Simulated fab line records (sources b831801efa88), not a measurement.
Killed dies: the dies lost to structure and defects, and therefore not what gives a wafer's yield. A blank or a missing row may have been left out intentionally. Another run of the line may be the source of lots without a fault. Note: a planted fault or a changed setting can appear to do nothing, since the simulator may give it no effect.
Which tool is to blame? + flow sky130 + 33 wafers from 11 lots sampled at 5 of the route's 708 steps

## WHAT THE GAUGES SHOWED, per wafer
SKY_SONOS_ONO_THK_MEAS_05. Usual: for SONOS_ONO_CVD_04_THK the level is 5.72 nm and the standard deviation is 0.083.
| lot  | measured     | on            | SONOS_ONO_CVD_04_THK (nm) | flag |
|------|--------------|---------------|---------------------------|------|
| L831 | day 11 19:29 | film metro-01 | 5.75 5.76 5.83            |      |
| L833 | day 12 15:10 | film metro-01 | 5.78 5.69 5.82            |      |
| L835 | day 13 06:21 | film metro-01 | 5.76 5.73 5.72            |      |
| L837 | day 13 13:43 | film metro-04 | 5.72 5.75 5.65            |      |
| L838 | day 13 16:05 | film metro-01 | 5.87 5.76 5.65            |      |
| L839 | day 14 13:44 | film metro-01 | 5.58 5.63 5.60            |      |
| L840 | day 14 17:58 | film metro-03 | 5.72 5.66 5.71            |      |
| L846 | day 16 06:23 | film metro-01 | 5.64 5.67 5.59            |      |
| L852 | day 19 07:41 | film metro-03 | 5.76 5.73 5.81            |      |
| L853 | day 19 13:14 | film metro-01 | 5.72 5.76 5.81            |      |
| L854 | day 19 19:44 | film metro-04 | 5.70 5.72 5.53            |      |

SKY_POLY_GATE_THK_MEAS_01. Usual: for POLY_GATE_CVD_00_THK the level is 180.5 nm and the standard deviation is 1.9.
| lot  | measured     | on            | POLY_GATE_CVD_00_THK (nm) | flag |
|------|--------------|---------------|---------------------------|------|
| L831 | day 14 03:34 | film metro-02 | 178.8 179.5 178.8         |      |
| L833 | day 15 00:21 | film metro-02 | 180.4 179.7 179.8         |      |
| L835 | day 15 17:53 | film metro-03 | 178.3 179.0 178.1         |      |
| L837 | day 16 03:13 | film metro-03 | 177.2 178.0 178.8         |      |
| L838 | day 16 07:27 | film metro-03 | 184.2 183.2 184.0         |      |
| L839 | day 17 02:19 | film metro-04 | 179.9 179.9 180.7         |      |
| L840 | day 17 10:07 | film metro-02 | 178.7 179.2 176.8         |      |
| L846 | day 18 23:16 | film metro-04 | 111.7 112.6 112.7         | OFF  |
| L852 | day 22 01:13 | film metro-04 | 178.6 179.5 176.9         |      |
| L853 | day 22 08:44 | film metro-03 | 182.3 181.5 182.3         |      |
| L854 | day 22 14:47 | film metro-03 | 182.9 183.9 183.0         |      |

SKY_POLY_GATE_THK_MEAS_04. Usual: for POLY_GATE_CVD_03_THK the level is 74.6 nm and the standard deviation is 0.75.
| lot  | measured     | on            | POLY_GATE_CVD_03_THK (nm) | flag |
|------|--------------|---------------|---------------------------|------|
| L831 | day 15 06:59 | film metro-03 | 75.0 75.6 75.2            |      |
| L833 | day 16 06:35 | film metro-02 | 75.4 75.1 75.4            |      |
| L835 | day 16 22:17 | film metro-04 | 75.3 75.1 75.8            |      |
| L837 | day 17 09:04 | film metro-04 | 75.2 74.6 74.7            |      |
| L838 | day 17 14:04 | film metro-02 | 75.2 74.6 75.7            |      |
| L839 | day 18 13:39 | film metro-04 | 74.1 73.8 74.5            |      |
| L840 | day 18 19:20 | film metro-04 | 74.1 73.5 73.6            |      |
| L846 | day 20 08:44 | film metro-02 | 73.9 74.5 74.4            |      |
| L852 | day 23 09:14 | film metro-03 | 73.8 74.1 74.2            |      |
| L853 | day 23 16:14 | film metro-02 | 74.4 73.9 74.3            |      |
| L854 | day 23 22:55 | film metro-02 | 74.4 73.9 73.2            |      |

## TOOL THAT RAN EACH LOT (tool first, then ch and the chambers of the sampled wafers, then the start)
| lot  | SKY_SONOS_ONO_ETCH_15              | SKY_POLY_GATE_CVD_00        |
|------|------------------------------------|-----------------------------|
| L831 | rie diel-04 ch 0,1,3, day 12 19:23 | lpcvd-01 ch 1, day 14 02:20 |
| L833 | rie diel-04 ch 1,2,3, day 13 16:14 | lpcvd-01 ch 1, day 14 23:09 |
| L835 | rie diel-01 ch 0,3, day 14 08:42   | lpcvd-01 ch 1, day 15 16:40 |
| L837 | rie diel-01 ch 1,3, day 14 15:44   | lpcvd-01 ch 1, day 16 02:01 |
| L838 | rie diel-04 ch 0,1, day 14 19:02   | lpcvd-01 ch 1, day 16 06:14 |
| L839 | rie diel-03 ch 0,1, day 15 16:21   | lpcvd-01 ch 0, day 17 01:05 |
| L840 | rie diel-03 ch 0,2, day 15 21:05   | lpcvd-01 ch 0, day 17 08:55 |
| L846 | rie diel-01 ch 2,3, day 17 10:17   | lpcvd-01 ch 0, day 18 22:02 |
| L852 | rie diel-01 ch 0,1,3, day 20 14:11 | lpcvd-01 ch 0, day 22 00:01 |
| L853 | rie diel-01 ch 0,2, day 20 20:05   | lpcvd-01 ch 0, day 22 07:31 |
| L854 | rie diel-03 ch 1,2,3, day 21 02:24 | lpcvd-01 ch 0, day 22 13:35 |
- SKY_SONOS_ONO_ETCH_15: etches the open film in CHF3/O2, target depth 19.52 nm, time 7.8 s.
- SKY_POLY_GATE_CVD_00: deposits poly-Si, target thk 180 nm, time 720 s.

## WHAT THE TOOLS THEMSELVES READ (means of the sampled wafers that have a number; where no wafer has one, the mark that the record gives instead)
SKY_SONOS_ONO_ETCH_15. Usual: drypump motor current A 5.5 A, standard deviation 0.45; oes product au 1.003 a.u., standard deviation 0.0093; throttle valve pct 8.825 %, standard deviation 0.0089.
| lot  | tool        | drypump motor current A (A) | oes product au (a.u.) | throttle valve pct (%) | flag |
|------|-------------|-----------------------------|-----------------------|------------------------|------|
| L831 | rie diel-04 | 5.6                         | 1.001                 | 8.819                  |      |
| L833 | rie diel-04 | 5.6                         | 1.006                 | 8.825                  |      |
| L835 | rie diel-01 | 5.9                         | 1.004                 | 8.828                  |      |
| L837 | rie diel-01 | 5.4                         | 1.002                 | 8.830                  |      |
| L838 | rie diel-04 | 5.2                         | 1.013                 | 8.821                  |      |
| L839 | rie diel-03 | 5.5                         | 0.991                 | 8.827                  |      |
| L840 | rie diel-03 | 5.0                         | 1.003                 | 8.824                  |      |
| L846 | rie diel-01 | 5.8                         | 1.011                 | 8.824                  |      |
| L852 | rie diel-01 | 5.6                         | 1.005                 | 8.832                  |      |
| L853 | rie diel-01 | 5.8                         | 1.004                 | 8.818                  |      |
| L854 | rie diel-03 | 5.4                         | 0.990                 | 8.834                  |      |

## THE ANSWER, worked out from the rows above alone
Rule: a lot counts as off when the mean over its wafers that have a number is more than 3 standard deviations away from the usual mean. Also off: a lot with no number at a reading for which 4 or more lots have one. Any other lot the step has rows for is counted as sound. Order of review: gauges by route order, followed by the tools' own readings, for which a lot's mean as printed above is used. At the first step where some lot is off, the reading lying furthest off is the one used; lots without a number count as furthest.
Off: at SKY_POLY_GATE_THK_MEAS_01 (POLY_GATE_CVD_00_THK), L846.
If a tool, at a process step before that reading, ran all the lots that are off and no sound lot after the first of them, it fits. The gauges at SKY_POLY_GATE_THK_MEAS_01 are tried like those tools. None of those tried fits.

## WHAT THE SIMULATOR HAD PUT IN
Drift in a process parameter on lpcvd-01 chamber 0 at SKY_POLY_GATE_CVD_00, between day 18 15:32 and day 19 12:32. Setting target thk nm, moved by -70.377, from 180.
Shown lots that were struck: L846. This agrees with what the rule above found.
